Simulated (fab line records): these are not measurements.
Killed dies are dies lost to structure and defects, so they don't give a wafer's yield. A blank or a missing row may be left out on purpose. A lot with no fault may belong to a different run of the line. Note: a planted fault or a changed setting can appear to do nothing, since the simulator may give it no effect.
Which tool is to blame? | flow sky130 | Sampling: 13 lots, 39 wafers, 4 of 708 route steps

== WHAT THE GAUGES SHOWED, per wafer ==
SKY_VT_ADJUST_PCH_OVL_MEAS_07.
lot  | measured     | on         | VT_ADJUST_PCH_OVL (nm)
L482 | day 10 05:16 | overlay-02 | 2.8 1.3 -0.2
L483 | day 10 13:07 | overlay-02 | 0.2 1.2 1.0
L486 | day 11 14:19 | overlay-01 | 2.3 3.0 2.0
L487 | day 11 22:07 | overlay-01 | 0.9 0.7 0.4
L488 | day 12 08:58 | overlay-02 | 2.9 1.1 2.4
L493 | day 13 22:19 | overlay-02 | 0.1 -1.0 0.8
L495 | day 14 10:34 | overlay-01 | -1.6 -2.2 -0.6
L498 | day 15 10:01 | overlay-01 | 0.3 1.4 1.6
L499 | day 15 18:37 | overlay-02 | 0.5 -0.4 0.4
L500 | day 16 01:28 | overlay-02 | 1.4 2.2 -0.2
L502 | day 16 21:10 | overlay-02 | -0.2 1.1 -0.2
L504 | day 17 09:01 | overlay-01 | -2.0 -0.8 -2.1
L505 | day 18 04:22 | overlay-02 | 1.1 -1.6 0.6

SKY_RES_PROTECT_TW_MEAS_08.
lot  | measured     | on           | POLY_GATE_TW
L482 | day 14 20:34 | filmMetro-03 | 4015 3995 3988
L483 | day 15 03:52 | filmMetro-02 | 4057 4061 4046
L486 | day 16 07:52 | filmMetro-01 | 4049 4060 4063
L487 | day 16 22:19 | filmMetro-02 | 4072 4057 4061
L488 | day 17 08:37 | filmMetro-01 | 4051 4036 4034
L493 | day 19 05:31 | filmMetro-02 | 4059 4067 4052
L495 | day 19 18:04 | filmMetro-02 | 4056 4068 4058
L498 | day 20 18:04 | filmMetro-02 | 4071 4050 4069
L499 | day 21 10:12 | filmMetro-03 | 4014 4019 4005
L500 | day 21 16:04 | filmMetro-01 | 4009 4007 4018
L502 | day 22 09:22 | filmMetro-03 | 4058 4031 4024
L504 | day 23 04:38 | filmMetro-02 | 4077 4074 4063
L505 | day 23 15:58 | filmMetro-02 | 4056 4046 4047

== EACH LOT AND THE TOOL THAT RAN IT (in order: tool; ch and the chambers of the sampled wafers; start) ==
lot  | SKY_SONOS_ONO_ETCH_15             | SKY_GATE_OXIDE_SOFTBAKE_06
L482 | rieDiel-04 ch 1,3, day 12 12:04   | lithoTrack-01 ch 0, day 13 02:43
L483 | rieDiel-01 ch 0,1,3, day 12 19:01 | lithoTrack-02 ch 0, day 13 08:49
L486 | rieDiel-04 ch 0,1,3, day 13 20:40 | lithoTrack-02 ch 0, day 14 11:02
L487 | rieDiel-03 ch 1,2,3, day 14 06:28 | lithoTrack-02 ch 0, day 14 23:55
L488 | rieDiel-01 ch 0,1,3, day 14 17:02 | lithoTrack-02 ch 0, day 15 09:32
L493 | rieDiel-04 ch 0,1, day 16 10:58   | lithoTrack-01 ch 0, day 17 04:55
L495 | rieDiel-01 ch 0,2,3, day 17 00:16 | lithoTrack-02 ch 0, day 17 17:08
L498 | rieDiel-04 ch 1,3, day 18 00:37   | lithoTrack-03 ch 0, day 18 17:23
L499 | rieDiel-01 ch 0,1, day 18 09:50   | lithoTrack-01 ch 0, day 19 09:26
L500 | rieDiel-04 ch 1,2, day 18 19:11   | lithoTrack-03 ch 0, day 19 14:45
L502 | rieDiel-01 ch 0,3, day 19 15:19   | lithoTrack-01 ch 0, day 20 08:53
L504 | rieDiel-03 ch 0,1,2, day 20 08:43 | lithoTrack-03 ch 0, day 21 02:30
L505 | rieDiel-03 ch 0,3, day 20 22:07   | lithoTrack-02 ch 0, day 21 15:16
- SKY_SONOS_ONO_ETCH_15: etches the open film in CHF3/O2, target depth 19.52 nm, time 7.8 s.
- SKY_GATE_OXIDE_SOFTBAKE_06: time 60 s.

== AS READ BY THE TOOLS THEMSELVES (means over the sampled wafers that have a number; for cases with no such wafer, the mark the record gives instead) ==
SKY_SONOS_ONO_ETCH_15.
lot  | tool       | drypumpMotorCurrentA (A) | oesProductAu (a.u.) | throttleValvePct (%)
L482 | rieDiel-04 | 5.9                      | 1.002               | 8.822
L483 | rieDiel-01 | 5.9                      | 1.010               | 8.823
L486 | rieDiel-04 | 5.9                      | 1.004               | 8.816
L487 | rieDiel-03 | 5.5                      | 1.012               | 8.822
L488 | rieDiel-01 | 5.9                      | 1.003               | 8.821
L493 | rieDiel-04 | 5.9                      | 1.000               | 8.837
L495 | rieDiel-01 | 6.0                      | 1.013               | 8.831
L498 | rieDiel-04 | 5.9                      | 1.002               | 8.827
L499 | rieDiel-01 | 5.7                      | 0.998               | 8.818
L500 | rieDiel-04 | 5.4                      | 1.003               | 8.827
L502 | rieDiel-01 | 6.3                      | 0.997               | 8.831
L504 | rieDiel-03 | 5.2                      | 1.004               | 8.829
L505 | rieDiel-03 | 5.3                      | 1.013               | 8.828

SKY_GATE_OXIDE_SOFTBAKE_06.
lot  | tool          | heaterPowerTotalW (W) | runLengthS (s)
L482 | lithoTrack-01 | 56.56                 | 88.86
L483 | lithoTrack-02 | 56.62                 | 89.36
L486 | lithoTrack-02 | 56.61                 | 89.28
L487 | lithoTrack-02 | 56.59                 | 89.28
L488 | lithoTrack-02 | 56.64                 | 89.29
L493 | lithoTrack-01 | 56.59                 | 88.94
L495 | lithoTrack-02 | 57.06                 | 87.72
L498 | lithoTrack-03 | 56.59                 | 89.20
L499 | lithoTrack-01 | 56.62                 | 88.97
L500 | lithoTrack-03 | 56.60                 | 89.27
L502 | lithoTrack-01 | 56.59                 | 89.04
L504 | lithoTrack-03 | 56.61                 | 89.25
L505 | lithoTrack-02 | 56.58                 | 89.46

== THE ANSWER, worked out from the rows above alone ==
Rule: usual is defined by the lots themselves. Put in order of their means at a reading, lots are off if they are a third of the lots or fewer, leave a main group of 4 or more, and stand apart from it by a gap of 3 or more times the standard deviation of the main group's means; of several such gaps the widest counts. Not used: any main group whose means are identical at the precision the tables above print for the reading. Also off: a lot with no number at a reading for which 4 or more lots have one. The other lots that the step has rows for count as sound. After the gauges, taken in route order, come the tools' own readings; for these a lot's mean is taken, as printed above. The first step at which some lot is off is used, and at that step the reading that is off furthest; a lot without a number counts as furthest.
Off: L495 (SKY_GATE_OXIDE_SOFTBAKE_06, heaterPowerTotalW). Main group: mean 56.60 W, sd 0.02.
A tool fits if, at that step or a process step before it, it ran every lot that is off, and no sound lot after the first of them. Of those tried, none fits.

== WHAT THE SIMULATOR HAD PUT IN ==
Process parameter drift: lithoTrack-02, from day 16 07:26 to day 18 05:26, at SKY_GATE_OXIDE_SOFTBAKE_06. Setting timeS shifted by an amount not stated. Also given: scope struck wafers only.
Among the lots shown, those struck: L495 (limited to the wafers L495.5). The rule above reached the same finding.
